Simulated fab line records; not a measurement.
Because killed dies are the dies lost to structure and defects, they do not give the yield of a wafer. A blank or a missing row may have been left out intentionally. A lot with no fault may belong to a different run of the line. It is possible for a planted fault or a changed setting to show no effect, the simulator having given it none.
Chamber matching || flow sky130 || SKY_VIA4_CMP_21 on cmp-01 has 4 sister chambers
The step polishes, stops on SiO2, t overpolish 25 s, target thk 0 nm. 8 wafers are shown with their chamber, then 9 later ones without.

== WAFERS WITH THEIR CHAMBER ==
{"wafer": "L274.6", "chamber": 2, "motor current A (A)": 11.4, "time to endpoint s (s)": 131}
{"wafer": "L276.3", "chamber": 2, "motor current A (A)": 11.4, "time to endpoint s (s)": 126}
{"wafer": "L279.6", "chamber": 3, "motor current A (A)": 10.4, "time to endpoint s (s)": 130}
{"wafer": "L280.1", "chamber": 0, "motor current A (A)": 9.3, "time to endpoint s (s)": 127}
{"wafer": "L280.5", "chamber": 1, "motor current A (A)": 8.4, "time to endpoint s (s)": 137}
{"wafer": "L281.3", "chamber": 1, "motor current A (A)": 8.4, "time to endpoint s (s)": 134}
{"wafer": "L281.4", "chamber": 3, "motor current A (A)": 10.1, "time to endpoint s (s)": 129}
{"wafer": "L281.5", "chamber": 0, "motor current A (A)": 9.5, "time to endpoint s (s)": 124}

== WAFERS WITHOUT THEIR CHAMBER ==
{"wafer": "L283.1", "motor current A (A)": 10.0, "time to endpoint s (s)": 128}
{"wafer": "L283.4", "motor current A (A)": 10.2, "time to endpoint s (s)": 131}
{"wafer": "L283.6", "motor current A (A)": 9.3, "time to endpoint s (s)": 137}
{"wafer": "L284.1", "motor current A (A)": 10.2, "time to endpoint s (s)": 125}
{"wafer": "L284.4", "motor current A (A)": 11.9, "time to endpoint s (s)": 127}
{"wafer": "L284.5", "motor current A (A)": 10.0, "time to endpoint s (s)": 123}
{"wafer": "L289.3", "motor current A (A)": 9.1, "time to endpoint s (s)": 134}
{"wafer": "L289.5", "motor current A (A)": 11.6, "time to endpoint s (s)": 126}
{"wafer": "L289.6", "motor current A (A)": 10.3, "time to endpoint s (s)": 136}

== WHICH CHAMBER EACH WENT THROUGH ==
{"wafer": "L283.1", "from the rows above": 3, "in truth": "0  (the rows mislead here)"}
{"wafer": "L283.4", "from the rows above": 3, "in truth": 3}
{"wafer": "L283.6", "from the rows above": 0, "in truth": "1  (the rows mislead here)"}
{"wafer": "L284.1", "from the rows above": 3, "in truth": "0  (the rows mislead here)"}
{"wafer": "L284.4", "from the rows above": 2, "in truth": 2}
{"wafer": "L284.5", "from the rows above": "can't be placed: 3 or 0", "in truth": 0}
{"wafer": "L289.3", "from the rows above": "can't be placed: 0 or 1", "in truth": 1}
{"wafer": "L289.5", "from the rows above": 2, "in truth": 2}
{"wafer": "L289.6", "from the rows above": 3, "in truth": 3}
4 of 9 placed correctly. Not placeable from these rows: 2 (in 2, the candidates include the true chamber). 3 placed wrongly.
How it was worked out, from the rows above alone: a wafer's distance from a chamber is the root of the sum, over the readings, of the square of ((its reading less the chamber's mean) divided by the reading's scatter). The wafer belongs to the nearest chamber; if the next one is less than 2 further off, it can't be placed. Each chamber's mean is taken over the wafers shown for it. The scatter is the square root of a quotient: the sum, over the shown wafers, of each reading's squared deviation from its chamber's mean, divided by wafers minus chambers.
